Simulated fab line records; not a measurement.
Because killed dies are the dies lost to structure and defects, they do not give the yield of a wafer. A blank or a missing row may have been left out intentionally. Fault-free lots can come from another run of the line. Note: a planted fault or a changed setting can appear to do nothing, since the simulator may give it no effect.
fab line records -- flow sky130
record: lots: 11, wafers: 33, last-day: 50
route steps=708 shown FIELD_ISO@14 VT_ADJUST_HVTR@139 SONOS_ONO@172 RES_PROTECT@215 PAD_OPEN@708
lots with no fault: from the same line, run without faults
start-h: hours from the record's first day to the start of the lot's first wafer shown -- wait-h: how many hours have passed since the lot's step before this one -- " as in the row above -- L1.1+2: a single row standing in for several wafers -- - no value, or no start given -- * or withheld: withheld -- < > ~ a bound
route shown NAME@n: names a module that has steps shown in the file, with the first one's number in the route -- usual: average and standard deviation across the fault-free wafers -- same: alike in all rows -- chamber/n: place in a boat -- sites: the reading at each site -- _std_site: standard deviation across them -- _edge_site: the outer-site mean with the inner-site mean subtracted -- radius-mm: how far each site lies from the wafer's centre -- mask NAME#n: copy n -- behind: the last tool/chamber to shape the wafer -- hold: reason for holding the lot/hours on hold/outcome of the hold -- device: the transistor (n, p or np) that didn't switch -- end of line: tests of these same wafers at the route's end -- where a step has no rows: the recipe by itself -- killed: dies that structure and defects cost at the first sort, which is not the same as the wafer's yield -- map: per-die view of a wafer (x killed, . not killed, _ where there is no die)
set.NAME: setting as actually run; set.NAME@STEP: the setting as run at that earlier step -- model.NAME: the simulator's own value behind a step, which no gauge read
a sample of lots followed through the steps of the route, with each step as a table and each wafer as a row
== steps ==
step: SKY_FIELD_ISO_CD_MEAS_13
recipe: target-cd-nm: 150
usual: cd-nm: 150.5/1.4
lot.wafer,tool,chamber,start-h,wait-h,cd-nm
L117.3,cd-sem-02,-,29.61,-,147.3
L117.4,cd-sem-02,-,29.61,-,148.6
L117.6,cd-sem-02,-,29.61,-,147.3
L118.2,cd-sem-01,-,33.02,-,149.2
L118.4,cd-sem-01,-,33.02,-,148.9
L118.6,cd-sem-01,-,33.02,-,151.0
L119.1,cd-sem-01,-,39.80,-,150.3
L119.2,cd-sem-01,-,39.80,-,151.2
L119.6,cd-sem-01,-,39.80,-,150.5
L123.2,cd-sem-01,-,61.32,-,151.4
L123.3,cd-sem-01,-,61.32,-,151.8
L123.4,cd-sem-01,-,61.32,-,152.0
L124.1,cd-sem-01,-,64.82,-,151.2
L124.3,cd-sem-01,-,64.82,-,151.0
L124.6,cd-sem-01,-,64.82,-,149.4
L125.1,cd-sem-01,-,71.79,-,154.1
L125.4,cd-sem-01,-,71.79,-,153.1
L125.5,cd-sem-01,-,71.79,-,152.4
L128.1,cd-sem-01,-,86.10,-,150.1
L128.3,cd-sem-01,-,86.10,-,150.5
L128.4,cd-sem-01,-,86.10,-,150.1
L131.2,cd-sem-01,-,101.82,-,153.3
L131.4,cd-sem-01,-,101.82,-,154.0
L131.5,cd-sem-01,-,101.82,-,152.1
L132.2,cd-sem-01,-,106.34,-,153.2
L132.3,cd-sem-01,-,106.34,-,151.4
L132.6,cd-sem-01,-,106.34,-,151.6
L139.3,cd-sem-01,-,147.35,-,150.6
L139.5,cd-sem-01,-,147.35,-,149.0
L139.6,cd-sem-01,-,147.35,-,149.9
L140.2,cd-sem-01,-,147.87,-,152.0
L140.4,cd-sem-01,-,147.87,-,150.5
L140.6,cd-sem-01,-,147.87,-,150.5
step: SKY_VT_ADJUST_HVTR_OVL_MEAS_08
usual: VT_ADJUST_HVTR_OVL: 0.4/1.5
lot.wafer,tool,chamber,start-h,wait-h,VT_ADJUST_HVTR_OVL[nm]
L117.3,overlay-01,-,203.44,0.1,-0.4
L117.4,overlay-01,-,203.44,0.1,-1.1
L117.6,overlay-01,-,203.44,0.1,0.9
L118.2,overlay-01,-,207.32,0.1,-0.2
L118.4,overlay-01,-,207.32,0.1,-1.8
L118.6,overlay-01,-,207.32,0.1,-3.0
L119.1,overlay-02,-,216.77,0.1,0.2
L119.2,overlay-02,-,216.77,0.1,-3.0
L119.6,overlay-02,-,216.77,0.1,-3.1
L123.2,overlay-01,-,244.47,0.1,2.9
L123.3,overlay-01,-,244.47,0.1,0.3
L123.4,overlay-01,-,244.47,0.1,2.1
L124.1,overlay-01,-,256.52,0.1,0.5
L124.3,overlay-01,-,256.52,0.1,0.2
L124.6,overlay-01,-,256.52,0.1,0.8
L125.1,overlay-01,-,262.82,0.1,1.6
L125.4,overlay-01,-,262.82,0.1,0.8
L125.5,overlay-01,-,262.82,0.1,-0.1
L128.1,overlay-02,-,283.32,0.1,0.4
L128.3,overlay-02,-,283.32,0.1,-0.7
L128.4,overlay-02,-,283.32,0.1,0.4
L131.2,overlay-01,-,307.92,0.1,0.7
L131.4,overlay-01,-,307.92,0.1,2.8
L131.5,overlay-01,-,307.92,0.1,-0.2
L132.2,overlay-01,-,312.12,0.1,2.1
L132.3,overlay-01,-,312.12,0.1,0.3
L132.6,overlay-01,-,312.12,0.1,-0.4
L139.3,overlay-02,-,375.03,0.1,-2.6
L139.5,overlay-02,-,375.03,0.1,0.4
L139.6,overlay-02,-,375.03,0.1,0.0
L140.2,overlay-02,-,376.87,0.1,-1.2
L140.4,overlay-02,-,376.87,0.1,1.1
L140.6,overlay-02,-,376.87,0.1,0.4
step: SKY_SONOS_ONO_CVD_04
recipe: material: SiO2, precursor: SiH4/N2O, target-thk-nm: 5.7199, temp-c: 900, pressure-mtorr: 400
usual: pressure-mtorr: 400.1/0.77, susceptor-temp-C: 900.0/0.35
lot.wafer,tool,chamber,start-h,wait-h,pressure-mtorr,susceptor-temp-C
L117.3,lpcvd-03,1,253.24,0.0,399.1,900.4
L117.4,lpcvd-03,1,253.24,0.0,400.7,900.7
L117.6,lpcvd-03,1,253.24,0.0,399.8,899.9
L118.2,lpcvd-03,0,257.34,0.0,399.7,900.0
L118.4,lpcvd-03,0,257.34,0.0,399.7,900.0
L118.6,lpcvd-03,0,257.34,0.0,400.0,900.3
L119.1,lpcvd-03,1,268.21,0.1,400.4,899.9
L119.2,lpcvd-03,1,268.21,0.1,401.2,900.1
L119.6,lpcvd-03,1,268.21,0.1,400.2,900.3
L123.2,lpcvd-03,0,296.84,0.0,401.4,900.1
L123.3,lpcvd-03,0,296.84,0.0,401.0,900.4
L123.4,lpcvd-03,0,296.84,0.0,401.8,899.7
L124.1,lpcvd-03,0,312.91,0.1,400.4,899.5
L124.3,lpcvd-03,0,312.91,0.1,399.5,899.9
L124.6,lpcvd-03,0,312.91,0.1,400.0,899.3
L125.1,lpcvd-03,0,317.39,0.1,400.9,900.0
L125.4,lpcvd-03,0,317.39,0.1,400.0,899.7
L125.5,lpcvd-03,0,317.39,0.1,400.2,899.7
L128.1,lpcvd-03,1,341.26,0.1,479.2,900.0
L128.3,lpcvd-03,1,341.26,0.1,479.6,900.0
L128.4,lpcvd-03,1,341.26,0.1,480.1,900.1
L131.2,lpcvd-03,0,368.28,0.0,398.6,899.8
L131.4,lpcvd-03,0,368.28,0.0,400.1,899.6
L131.5,lpcvd-03,0,368.28,0.0,400.2,899.6
L132.2,lpcvd-03,0,379.68,0.0,400.4,899.4
L132.3,lpcvd-03,0,379.68,0.0,400.6,900.0
L132.6,lpcvd-03,0,379.68,0.0,399.7,899.9
L139.3,lpcvd-03,1,439.09,0.0,401.7,900.3
L139.5,lpcvd-03,1,439.09,0.0,400.8,900.2
L139.6,lpcvd-03,1,439.09,0.0,399.9,899.9
L140.2,lpcvd-03,0,440.34,0.2,400.0,900.9
L140.4,lpcvd-03,0,440.34,0.2,400.4,900.4
L140.6,lpcvd-03,0,440.34,0.2,400.2,900.4
step: SKY_SONOS_ONO_THK_MEAS_05
recipe: reads: SiO2_of_SONOS_ONO_CVD_04
usual: SONOS_ONO_CVD_04_THK: 5.75/0.098
lot.wafer,tool,chamber,start-h,wait-h,hold,SONOS_ONO_CVD_04_THK[nm]
L117.3,film-metro-02,-,254.51,0.0,-,5.77
L117.4,film-metro-02,-,254.51,0.0,-,5.75
L117.6,film-metro-02,-,254.51,0.0,-,5.92
L118.2,film-metro-03,-,258.60,0.0,-,5.75
L118.4,film-metro-03,-,258.60,0.0,-,5.69
L118.6,film-metro-03,-,258.60,0.0,-,5.69
L119.1,film-metro-01,-,269.46,0.0,-,5.82
L119.2,film-metro-01,-,269.46,0.0,-,5.83
L119.6,film-metro-01,-,269.46,0.0,-,5.96
L123.2,film-metro-03,-,298.10,0.0,-,5.75
L123.3,film-metro-03,-,298.10,0.0,-,5.74
L123.4,film-metro-03,-,298.10,0.0,-,5.63
L124.1,film-metro-02,-,314.16,0.0,-,5.82
L124.3,film-metro-02,-,314.16,0.0,-,5.78
L124.6,film-metro-02,-,314.16,0.0,-,5.66
L125.1,film-metro-03,-,318.64,0.0,-,6.04
L125.4,film-metro-03,-,318.64,0.0,-,5.93
L125.5,film-metro-03,-,318.64,0.0,-,5.93
L128.1,film-metro-03,-,342.51,0.0,await-dispo/0.2h/release,6.10
L128.3,film-metro-03,-,342.51,0.0,await-dispo/0.2h/release,6.06
L128.4,film-metro-03,-,342.51,0.0,await-dispo/0.2h/release,6.08
L128.1,film-metro-03,-,342.74,0.2,-,6.11
L128.3,film-metro-03,-,342.74,0.2,-,6.06
L128.4,film-metro-03,-,342.74,0.2,-,6.09
L131.2,film-metro-01,-,369.54,0.0,-,5.89
L131.4,film-metro-01,-,369.54,0.0,-,5.76
L131.5,film-metro-01,-,369.54,0.0,-,5.82
L132.2,film-metro-02,-,380.94,0.0,-,5.76
L132.3,film-metro-02,-,380.94,0.0,-,5.72
L132.6,film-metro-02,-,380.94,0.0,-,5.66
L139.3,film-metro-01,-,440.36,0.0,-,5.76
L139.5,film-metro-01,-,440.36,0.0,-,5.81
L139.6,film-metro-01,-,440.36,0.0,-,5.76
L140.2,film-metro-03,-,441.60,0.0,-,5.87
L140.4,film-metro-03,-,441.60,0.0,-,5.90
L140.6,film-metro-03,-,441.60,0.0,-,5.99
step: SKY_RES_PROTECT_TW_MEAS_08
usual: POLY_GATE_TW: 4016/44
lot.wafer,tool,chamber,start-h,wait-h,POLY_GATE_TW
L117.3,film-metro-03,-,334.67,0.1,3973
L117.4,film-metro-03,-,334.67,0.1,3993
L117.6,film-metro-03,-,334.67,0.1,3959
L118.2,film-metro-01,-,341.25,0.1,4020
L118.4,film-metro-01,-,341.25,0.1,4012
L118.6,film-metro-01,-,341.25,0.1,4035
L119.1,film-metro-01,-,352.80,0.1,4006
L119.2,film-metro-01,-,352.80,0.1,4007
L119.6,film-metro-01,-,352.80,0.1,3997
L123.2,film-metro-04,-,387.33,0.1,4108
L123.3,film-metro-04,-,387.33,0.1,4096
L123.4,film-metro-04,-,387.33,0.1,4092
L124.1,film-metro-01,-,403.17,0.1,3959
L124.3,film-metro-01,-,403.17,0.1,3983
L124.6,film-metro-01,-,403.17,0.1,3954
L125.1,film-metro-04,-,408.72,0.1,4053
L125.4,film-metro-04,-,408.72,0.1,4085
L125.5,film-metro-04,-,408.72,0.1,4058
L128.1,film-metro-03,-,435.47,0.1,4028
L128.3,film-metro-03,-,435.47,0.1,4001
L128.4,film-metro-03,-,435.47,0.1,4029
L131.2,film-metro-03,-,466.40,0.1,4015
L131.4,film-metro-03,-,466.40,0.1,4030
L131.5,film-metro-03,-,466.40,0.1,4024
L132.2,film-metro-01,-,475.00,0.1,3989
L132.3,film-metro-01,-,475.00,0.1,4012
L132.6,film-metro-01,-,475.00,0.1,4011
L139.3,film-metro-01,-,539.52,0.1,3984
L139.5,film-metro-01,-,539.52,0.1,3984
L139.6,film-metro-01,-,539.52,0.1,3996
L140.2,film-metro-03,-,539.85,0.1,4005
L140.4,film-metro-03,-,539.85,0.1,4018
L140.6,film-metro-03,-,539.85,0.1,4014
step: SKY_PAD_OPEN_PROBE_99
usual: killed_at_M0_to_M3: 45/7.9, killed_at_M4_up: 2.9/1.8, killed-at-contacts: 25/5.5, killed-at-front-end: 16/4.4, killed-at-other: 0.3/0.58, killed-dies: 89/9.4, killed-open: 49/6.8, killed-short: 40/6.3
same: gross-dies: 492, killed-at-back-side: 0
lot.wafer,tool,chamber,start-h,wait-h,killed_at_M0_to_M3,killed_at_M4_up,killed-at-contacts,killed-at-front-end,killed-at-other,killed-dies,killed-open,killed-short
L123.2,prober-01,-,1111.28,0.1,54,1,30,12,0,97,55,42
L123.3,prober-01,-,1111.33,0.2,39,5,30,13,0,87,48,39
L123.4,prober-01,-,1111.38,0.2,28,3,24,17,0,72,44,28
L124.1,prober-02,-,1123.15,0.1,42,4,25,16,0,87,49,38
L124.3,prober-02,-,1123.25,0.2,49,4,22,12,1,88,44,44
L124.6,prober-02,-,1123.40,0.2,44,2,14,16,0,76,38,38
L125.1,prober-02,-,1125.13,0.1,35,2,26,13,1,77,39,36
L125.4,prober-02,-,1125.28,0.2,46,2,35,20,0,103,62,38
L125.5,prober-02,-,1125.33,0.2,44,3,30,20,0,97,54,40
L128.1,prober-02,-,1137.76,0.1,45,2,25,16,0,88,54,34
L128.3,prober-02,-,1137.86,0.2,36,4,29,16,0,85,53,32
L128.4,prober-02,-,1137.91,0.2,48,1,23,17,0,89,51,38
L131.2,prober-02,-,1156.31,0.1,44,4,29,12,0,89,53,36
L131.4,prober-02,-,1156.41,0.2,39,6,16,11,0,72,38,34
L131.5,prober-02,-,1156.46,0.2,44,0,28,10,0,82,47,35
L140.2,prober-01,-,1209.57,0.1,47,2,20,17,0,86,53,33
L140.4,prober-01,-,1209.67,0.2,58,1,33,9,0,101,56,45
L140.6,prober-01,-,1209.77,0.2,39,1,34,18,0,92,54,38
killed by level:class
L123.2 VIA1:geometric-particle:open=13 VIA2:geometric-particle:open=11 CONTACT:geometric-particle:open=10 LOCAL_INTERCONNECT:geometric-particle:short=6 CONTACT:geometric-particle:short=6 METAL2:geometric-particle:short=6 METAL1:geometric-particle:short=5 FIELD_ISO:geometric-particle:open=4
L123.3 LI_CONTACT:geometric-particle:open=10 CONTACT:geometric-particle:short=10 VIA1:geometric-particle:open=9 VIA3:geometric-particle:open=8 CONTACT:geometric-particle:open=6 VIA2:geometric-particle:open=5 METAL1:geometric-particle:short=4 VIA1:geometric-particle:short=4
L123.4 CONTACT:geometric-particle:open=9 POLY_GATE:geometric-particle:short=7 LI_CONTACT:geometric-particle:open=7 VIA1:geometric-particle:open=7 VIA3:geometric-particle:open=6 VIA2:geometric-particle:open=5 CONTACT:geometric-particle:short=4 POLY_GATE:geometric-particle:open=3
L124.1 VIA1:geometric-particle:open=16 CONTACT:geometric-particle:short=8 LI_CONTACT:geometric-particle:open=6 CONTACT:geometric-particle:open=6 FIELD_ISO:geometric-particle:open=5 POLY_GATE:geometric-particle:short=5 METAL1:geometric-particle:short=5 VIA2:geometric-particle:open=5
L124.3 VIA1:geometric-particle:open=11 VIA1:geometric-particle:short=9 LI_CONTACT:geometric-particle:open=7 CONTACT:geometric-particle:open=6 VIA3:geometric-particle:open=5 VIA2:geometric-particle:short=5 METAL3:geometric-particle:short=5 CONTACT:geometric-particle:short=4
L124.6 VIA1:geometric-particle:open=12 METAL2:geometric-particle:short=6 VIA3:geometric-particle:open=5 CONTACT:geometric-particle:short=5 FIELD_ISO:geometric-particle:short=4 POLY_GATE:geometric-particle:short=4 LI_CONTACT:geometric-particle:open=4 METAL1:geometric-particle:short=4
L125.1 LI_CONTACT:geometric-particle:open=8 CONTACT:geometric-particle:open=8 VIA2:geometric-particle:open=7 VIA3:geometric-particle:open=7 FIELD_ISO:geometric-particle:open=6 CONTACT:geometric-particle:short=6 METAL1:geometric-particle:short=5 METAL2:geometric-particle:short=4
L125.4 VIA1:geometric-particle:open=14 CONTACT:geometric-particle:open=12 VIA2:geometric-particle:open=9 LI_CONTACT:geometric-particle:open=9 FIELD_ISO:geometric-particle:open=7 LI_CONTACT:geometric-particle:short=5 METAL1:geometric-particle:short=5 POLY_GATE:geometric-particle:open=4
L125.5 LI_CONTACT:geometric-particle:open=11 CONTACT:geometric-particle:open=11 VIA1:geometric-particle:open=11 FIELD_ISO:geometric-particle:short=7 VIA1:geometric-particle:short=6 VIA2:geometric-particle:open=6 POLY_GATE:geometric-particle:open=4 METAL1:geometric-particle:short=4
L128.1 VIA1:geometric-particle:open=15 CONTACT:geometric-particle:open=12 VIA1:geometric-particle:short=8 VIA3:geometric-particle:open=7 LI_CONTACT:geometric-particle:open=5 FIELD_ISO:geometric-particle:open=4 POLY_GATE:geometric-particle:open=4 CONTACT:geometric-particle:short=4
L128.3 CONTACT:geometric-particle:open=11 LI_CONTACT:geometric-particle:open=8 FIELD_ISO:geometric-particle:open=7 CONTACT:geometric-particle:short=7 VIA1:geometric-particle:short=6 VIA1:geometric-particle:open=6 VIA2:geometric-particle:open=6 VIA3:geometric-particle:open=6
L128.4 VIA1:geometric-particle:open=11 VIA2:geometric-particle:open=8 LI_CONTACT:geometric-particle:open=8 VIA1:geometric-particle:short=8 FIELD_ISO:geometric-particle:open=5 CONTACT:geometric-particle:open=5 VIA3:geometric-particle:open=5 LOCAL_INTERCONNECT:geometric-particle:short=4
L131.2 CONTACT:geometric-particle:open=14 VIA1:geometric-particle:open=12 VIA2:geometric-particle:open=8 VIA1:geometric-particle:short=8 LI_CONTACT:geometric-particle:open=5 CONTACT:geometric-particle:short=5 FIELD_ISO:geometric-particle:open=4 FIELD_ISO:geometric-particle:short=4
L131.4 VIA1:geometric-particle:short=8 VIA1:geometric-particle:open=8 CONTACT:geometric-particle:open=5 VIA3:geometric-particle:open=5 LI_CONTACT:geometric-particle:open=4 METAL2:geometric-particle:short=4 VIA2:geometric-particle:open=4 METAL4:geometric-particle:short=4
L131.5 VIA1:geometric-particle:open=16 CONTACT:geometric-particle:open=14 CONTACT:geometric-particle:short=7 VIA3:geometric-particle:open=7 VIA1:geometric-particle:short=5 FIELD_ISO:geometric-particle:open=4 FIELD_ISO:geometric-particle:short=4 METAL1:geometric-particle:short=4
L140.2 VIA1:geometric-particle:open=10 CONTACT:geometric-particle:open=9 VIA3:geometric-particle:open=9 LI_CONTACT:geometric-particle:open=6 METAL1:geometric-particle:short=6 FIELD_ISO:geometric-particle:open=5 METAL2:geometric-particle:short=5 VIA2:geometric-particle:open=5
L140.4 VIA3:geometric-particle:open=17 VIA1:geometric-particle:short=8 LI_CONTACT:geometric-particle:open=8 CONTACT:geometric-particle:short=8 VIA2:geometric-particle:open=8 VIA1:geometric-particle:open=7 CONTACT:geometric-particle:open=7 METAL2:geometric-particle:short=7
L140.6 LI_CONTACT:geometric-particle:open=14 FIELD_ISO:geometric-particle:open=9 CONTACT:geometric-particle:open=9 VIA1:geometric-particle:open=8 VIA2:geometric-particle:open=5 LOCAL_INTERCONNECT:geometric-particle:short=5 VIA3:geometric-particle:short=5 POLY_GATE:geometric-particle:short=4
== key ==
first-sign: step: SKY_SONOS_ONO_CVD_04, reading: pressure-mtorr, direction: up, sigmas: 99+, usual: 400.1, struck: 479.6
effect: step: SKY_SONOS_ONO_THK_MEAS_05, reading: visit, direction: added
met-at SKY_SONOS_ONO_CVD_04
struck-lots L128
struck-wafers L128.1,L128.3,L128.4
tester-left-out L128
not-acting-at SKY_FIELD_ISO_CD_MEAS_13,SKY_VT_ADJUST_HVTR_OVL_MEAS_08,SKY_RES_PROTECT_TW_MEAS_08
onset-between 268.21 341.26
fault: kind: process-parameter-drift, tool: lpcvd-03, chamber: 1, onset-h: 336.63, steps: SKY_SONOS_ONO_CVD_04, channel: pressure-mtorr, offset: 80, shape: step, end-h: 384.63, stated: 400
tester-left-out: of these lots the tester's yield and bins aren't shown, on N5 and GAA mostly nor the transistor test; their killed dies are dies lost to structure and defects alone, not to doping, threshold or leakage, so they don't give the yield
